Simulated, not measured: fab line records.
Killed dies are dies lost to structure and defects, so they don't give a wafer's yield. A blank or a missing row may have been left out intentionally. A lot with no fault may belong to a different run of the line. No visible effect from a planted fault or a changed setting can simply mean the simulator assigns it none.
The tool behind it: which one? || flow gf180mcu || 12 lots, 36 wafers sampled, at 5 steps of a route of 602

== WHAT THE GAUGES READ, wafer by wafer ==
GF_HV_LDD_TW_MEAS_11.
{"lot": "L406", "measured": "day 10 06:57", "on": "film_metro-01", "HV_LDD_TW": "2392 2396 2384"}
{"lot": "L407", "measured": "day 10 12:15", "on": "film_metro-03", "HV_LDD_TW": "2429 2424 2423"}
{"lot": "L409", "measured": "day 10 22:01", "on": "film_metro-02", "HV_LDD_TW": "2424 2431 2440"}
{"lot": "L411", "measured": "day 11 09:22", "on": "film_metro-02", "HV_LDD_TW": "2448 2427 2442"}
{"lot": "L413", "measured": "day 12 02:58", "on": "film_metro-02", "HV_LDD_TW": "2441 2425 2444"}
{"lot": "L414", "measured": "day 12 08:55", "on": "film_metro-01", "HV_LDD_TW": "2424 2418 2416"}
{"lot": "L415", "measured": "day 12 16:30", "on": "film_metro-03", "HV_LDD_TW": "2466 2435 2425"}
{"lot": "L421", "measured": "day 14 12:13", "on": "film_metro-03", "HV_LDD_TW": "2309 2299 2301"}
{"lot": "L422", "measured": "day 14 21:50", "on": "film_metro-01", "HV_LDD_TW": "2287 2292 2281"}
{"lot": "L425", "measured": "day 15 22:04", "on": "film_metro-01", "HV_LDD_TW": "2405 2415 2405"}
{"lot": "L426", "measured": "day 16 01:42", "on": "film_metro-03", "HV_LDD_TW": "2423 2423 2424"}
{"lot": "L429", "measured": "day 16 22:36", "on": "film_metro-03", "HV_LDD_TW": "2428 2417 2434"}

GF_HV_LDD_RS_MEAS_53: the measuring method here is four-point-probe.
{"lot": "L406", "measured": "day 12 15:04", "on": "film_metro-03", "HV_LDD_RS (ohm/sq)": "416.6 417.3 417.0"}
{"lot": "L407", "measured": "day 12 21:39", "on": "film_metro-02", "HV_LDD_RS (ohm/sq)": "419.0 418.2 416.2"}
{"lot": "L409", "measured": "day 13 08:21", "on": "film_metro-03", "HV_LDD_RS (ohm/sq)": "419.7 417.9 418.7"}
{"lot": "L411", "measured": "day 13 21:58", "on": "film_metro-03", "HV_LDD_RS (ohm/sq)": "416.9 417.0 416.6"}
{"lot": "L413", "measured": "day 14 16:12", "on": "film_metro-02", "HV_LDD_RS (ohm/sq)": "417.1 417.1 418.1"}
{"lot": "L414", "measured": "day 15 00:58", "on": "film_metro-01", "HV_LDD_RS (ohm/sq)": "418.3 417.6 419.1"}
{"lot": "L415", "measured": "day 15 07:20", "on": "film_metro-02", "HV_LDD_RS (ohm/sq)": "417.4 419.4 418.5"}
{"lot": "L421", "measured": "day 17 07:32", "on": "film_metro-03", "HV_LDD_RS (ohm/sq)": "421.5 422.9 421.1"}
{"lot": "L422", "measured": "day 17 17:55", "on": "film_metro-03", "HV_LDD_RS (ohm/sq)": "420.9 421.2 421.7"}
{"lot": "L425", "measured": "day 18 19:43", "on": "film_metro-02", "HV_LDD_RS (ohm/sq)": "419.7 419.4 419.4"}
{"lot": "L426", "measured": "day 19 00:25", "on": "film_metro-03", "HV_LDD_RS (ohm/sq)": "417.0 417.2 417.6"}
{"lot": "L429", "measured": "day 20 00:50", "on": "film_metro-01", "HV_LDD_RS (ohm/sq)": "417.4 418.9 418.1"}

GF_M3_CD_MEAS_14: target cd 280 nm.
{"lot": "L406", "measured": "day 21 13:31", "on": "cd_sem-01", "cd_nm (nm)": "278.7 279.6 279.5"}
{"lot": "L407", "measured": "day 21 22:40", "on": "cd_sem-02", "cd_nm (nm)": "279.9 281.1 282.0"}
{"lot": "L409", "measured": "day 22 11:46", "on": "cd_sem-01", "cd_nm (nm)": "278.7 277.5 278.3"}
{"lot": "L411", "measured": "day 23 02:29", "on": "cd_sem-01", "cd_nm (nm)": "281.4 281.2 281.9"}
{"lot": "L413", "measured": "day 23 22:35", "on": "cd_sem-01", "cd_nm (nm)": "281.0 280.2 279.0"}
{"lot": "L414", "measured": "day 24 08:45", "on": "cd_sem-02", "cd_nm (nm)": "279.1 280.1 278.6"}
{"lot": "L415", "measured": "day 24 14:06", "on": "cd_sem-02", "cd_nm (nm)": "278.6 278.9 280.5"}
{"lot": "L421", "measured": "day 26 13:19", "on": "cd_sem-02", "cd_nm (nm)": "281.8 280.6 281.4"}
{"lot": "L422", "measured": "day 26 21:17", "on": "cd_sem-02", "cd_nm (nm)": "277.9 279.5 278.6"}
{"lot": "L425", "measured": "day 27 21:11", "on": "cd_sem-01", "cd_nm (nm)": "282.3 281.7 283.1"}
{"lot": "L426", "measured": "day 27 23:17", "on": "cd_sem-02", "cd_nm (nm)": "280.5 280.8 279.4"}
{"lot": "L429", "measured": "day 28 19:20", "on": "cd_sem-02", "cd_nm (nm)": "280.7 281.3 280.8"}

== WHAT TOOL EACH LOT RAN ON (gives the tool, then ch and the chambers of the sampled wafers, and finally the start) ==
{"lot": "L406", "GF_HV_LDD_IMPLANT_09": "implanter-02 ch 0, day 10 06:43", "GF_M3_SPUTTER_00": "pvd_sputter-04, day 20 13:13"}
{"lot": "L407", "GF_HV_LDD_IMPLANT_09": "implanter-02 ch 0, day 10 12:01", "GF_M3_SPUTTER_00": "pvd_sputter-01, day 20 22:31"}
{"lot": "L409", "GF_HV_LDD_IMPLANT_09": "implanter-01 ch 0, day 10 21:46", "GF_M3_SPUTTER_00": "pvd_sputter-04, day 21 12:24"}
{"lot": "L411", "GF_HV_LDD_IMPLANT_09": "implanter-02 ch 0, day 11 09:09", "GF_M3_SPUTTER_00": "pvd_sputter-01, day 22 03:20"}
{"lot": "L413", "GF_HV_LDD_IMPLANT_09": "implanter-01 ch 0, day 12 02:43", "GF_M3_SPUTTER_00": "pvd_sputter-01, day 22 23:27"}
{"lot": "L414", "GF_HV_LDD_IMPLANT_09": "implanter-04 ch 0, day 12 08:43", "GF_M3_SPUTTER_00": "pvd_sputter-04, day 23 09:38"}
{"lot": "L415", "GF_HV_LDD_IMPLANT_09": "implanter-01 ch 0, day 12 16:15", "GF_M3_SPUTTER_00": "pvd_sputter-04, day 23 15:55"}
{"lot": "L421", "GF_HV_LDD_IMPLANT_09": "implanter-02 ch 0, day 14 11:58", "GF_M3_SPUTTER_00": "pvd_sputter-01, day 25 15:51"}
{"lot": "L422", "GF_HV_LDD_IMPLANT_09": "implanter-02 ch 0, day 14 21:35", "GF_M3_SPUTTER_00": "pvd_sputter-03, day 26 00:28"}
{"lot": "L425", "GF_HV_LDD_IMPLANT_09": "implanter-01 ch 0, day 15 21:49", "GF_M3_SPUTTER_00": "pvd_sputter-04, day 27 00:33"}
{"lot": "L426", "GF_HV_LDD_IMPLANT_09": "implanter-04 ch 0, day 16 01:27", "GF_M3_SPUTTER_00": "pvd_sputter-01, day 27 03:05"}
{"lot": "L429", "GF_HV_LDD_IMPLANT_09": "implanter-04 ch 0, day 16 22:21", "GF_M3_SPUTTER_00": "pvd_sputter-04, day 27 23:29"}
- GF_HV_LDD_IMPLANT_09
- GF_M3_SPUTTER_00: material Ti, target thk 37.5 nm, time 150 s.

== AS READ BY THE TOOLS THEMSELVES (means over the sampled wafers that have a number; for cases with no such wafer, the mark the record gives instead) ==
GF_HV_LDD_IMPLANT_09.
{"lot": "L406", "tool": "implanter-02", "beam_energy_keV": 39.996, "faraday_current_uA": 562, "tilt_deg (degrees)": 6.995}
{"lot": "L407", "tool": "implanter-02", "beam_energy_keV": 40.012, "faraday_current_uA": 560, "tilt_deg (degrees)": 6.990}
{"lot": "L409", "tool": "implanter-01", "beam_energy_keV": 39.990, "faraday_current_uA": 564, "tilt_deg (degrees)": 7.021}
{"lot": "L411", "tool": "implanter-02", "beam_energy_keV": 40.017, "faraday_current_uA": 564, "tilt_deg (degrees)": 6.993}
{"lot": "L413", "tool": "implanter-01", "beam_energy_keV": 39.992, "faraday_current_uA": 575, "tilt_deg (degrees)": 7.030}
{"lot": "L414", "tool": "implanter-04", "beam_energy_keV": 40.012, "faraday_current_uA": 566, "tilt_deg (degrees)": 6.993}
{"lot": "L415", "tool": "implanter-01", "beam_energy_keV": 40.000, "faraday_current_uA": 570, "tilt_deg (degrees)": 7.005}
{"lot": "L421", "tool": "implanter-02", "beam_energy_keV": 33.417, "faraday_current_uA": 572, "tilt_deg (degrees)": 6.985}
{"lot": "L422", "tool": "implanter-02", "beam_energy_keV": 33.410, "faraday_current_uA": 553, "tilt_deg (degrees)": 7.028}
{"lot": "L425", "tool": "implanter-01", "beam_energy_keV": 39.996, "faraday_current_uA": 561, "tilt_deg (degrees)": 7.028}
{"lot": "L426", "tool": "implanter-04", "beam_energy_keV": 40.000, "faraday_current_uA": 567, "tilt_deg (degrees)": 6.999}
{"lot": "L429", "tool": "implanter-04", "beam_energy_keV": 39.988, "faraday_current_uA": 550, "tilt_deg (degrees)": 6.994}

GF_M3_SPUTTER_00.
{"lot": "L406", "tool": "pvd_sputter-04", "throttle_valve_pct (%)": 30.8}
{"lot": "L407", "tool": "pvd_sputter-01", "throttle_valve_pct (%)": 30.4}
{"lot": "L409", "tool": "pvd_sputter-04", "throttle_valve_pct (%)": 30.9}
{"lot": "L411", "tool": "pvd_sputter-01", "throttle_valve_pct (%)": 30.6}
{"lot": "L413", "tool": "pvd_sputter-01", "throttle_valve_pct (%)": 30.4}
{"lot": "L414", "tool": "pvd_sputter-04", "throttle_valve_pct (%)": 29.8}
{"lot": "L415", "tool": "pvd_sputter-04", "throttle_valve_pct (%)": 29.7}
{"lot": "L421", "tool": "pvd_sputter-01", "throttle_valve_pct (%)": 30.1}
{"lot": "L422", "tool": "pvd_sputter-03", "throttle_valve_pct (%)": 29.6}
{"lot": "L425", "tool": "pvd_sputter-04", "throttle_valve_pct (%)": 30.9}
{"lot": "L426", "tool": "pvd_sputter-01", "throttle_valve_pct (%)": 30.7}
{"lot": "L429", "tool": "pvd_sputter-04", "throttle_valve_pct (%)": 28.7}

== THE ANSWER, worked out from the rows above alone ==
Rule: what is usual is taken from the lots themselves. The widest of any qualifying gaps counts: lots, ordered by their means at a reading, are off when they make up no more than a third of the lots, leave a main group of 4 or more, and stand apart from it by 3 or more times the standard deviation of that group's means. Not used: any main group whose means are identical at the precision the tables above print for the reading. A lot without any number at a reading at which 4 lots or more have one is off too. All remaining lots with rows at the step are treated as sound. After the gauges, taken in route order, come the tools' own readings; for these a lot's mean is taken, as printed above. At the first step where some lot is off, the reading lying furthest off is the one used; lots without a number count as furthest.
Off: L421, L422, seen at GF_HV_LDD_TW_MEAS_11 (HV_LDD_TW). Mean 2424 and standard deviation 15 in the main group.
If a tool, at a process step before that reading, ran all the lots that are off and no sound lot after the first of them, it fits. Not tried: the gauges at GF_HV_LDD_TW_MEAS_11; whatever is off there is also off at GF_HV_LDD_IMPLANT_09, on other tools, and gauge error can't account for it. One candidate fits, namely implanter-02 at GF_HV_LDD_IMPLANT_09. Its last sound lot is L411 (day 11 09:09), its first lot that is off L421 (day 14 11:58): a fault that began between those two fits.
On the lots that are off, the tool's own readings at GF_HV_LDD_IMPLANT_09 differ by more than 5 times the standard deviation of the sound lots' means, which bears it out; beam_energy_keV reads 33.413 there versus 40.000 on the sound lots.

== WHAT HAD BEEN PUT IN BY THE SIMULATOR ==
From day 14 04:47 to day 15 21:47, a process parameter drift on implanter-02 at GF_HV_LDD_IMPLANT_09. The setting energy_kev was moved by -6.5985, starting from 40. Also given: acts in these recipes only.
Lots struck among those shown: L421, L422. The same result came from the rule above.
